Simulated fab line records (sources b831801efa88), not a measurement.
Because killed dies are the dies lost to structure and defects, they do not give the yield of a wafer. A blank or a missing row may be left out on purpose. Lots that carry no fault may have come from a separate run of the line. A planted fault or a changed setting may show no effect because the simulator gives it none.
The same fault as seen by 2 desks    flow sky130    each desk holds nothing but its own numbers, with what lay behind them at the end

## TOOL OWNER'S DESK, litho-track-01
The tool's own readings at SKY_SD_P_DEVELOP_06 (develop time 60 s): means of the sampled wafers that have a number, for each lot that ran on this tool. If a lot's mean is further than 4 standard deviations from the usual mean, the lot is out of limits and carries the mark OUT (the distance appears in the brackets).
Columns: A = chill-plate-temp-C at SKY_SD_P_DEVELOP_06, usual 23.00 C
lot   first seen here  A
L961  day 26 02:17     23.03
L967  day 28 16:58     23.11
L969  day 29 04:56     22.84
L977  day 31 21:46     23.02
L980  day 32 09:55     23.05
This desk found nothing out of limits on any of the 5 lots.

## THE METROLOGY DESK
What the gauges read for every lot (on any tool): the sampled wafers with a number, averaged. If a lot's mean is further than 4 standard deviations from the usual mean, the lot is out of limits and carries the mark OUT (the distance appears in the brackets).
Columns: A = SD_P_OVL at SKY_SD_P_OVL_MEAS_08, usual 0.8 nm; B = RES_XHIGH_TW at SKY_RES_XHIGH_TW_MEAS_09, usual 1645
lot   first seen here  A     B
L961  day 26 02:32     1.6   1658
L965  day 27 00:42     -0.4  1652
L967  day 28 17:14     0.4   1643
L968  day 28 19:42     0.4   1648
L969  day 29 05:09     1.4   1632
L970  day 29 20:10     2.1   1640
L973  day 30 20:19     -1.7  1637
L977  day 31 22:04     -0.7  1655
L979  day 32 06:48     -0.6  1641
L980  day 32 10:11     3.0   1661
L981  day 32 17:28     1.3   1635
L976  day 33 01:50     -     1656
L982  day 33 05:13     0.4   1641
L978  day 33 12:52     -     1658
This desk found nothing out of limits on any of the 14 lots.

## TAKEN TOGETHER
The desk of the tool owner found nothing out of limits.
The metrology desk saw nothing out of limits.

## WHAT THE SIMULATOR PUT IN
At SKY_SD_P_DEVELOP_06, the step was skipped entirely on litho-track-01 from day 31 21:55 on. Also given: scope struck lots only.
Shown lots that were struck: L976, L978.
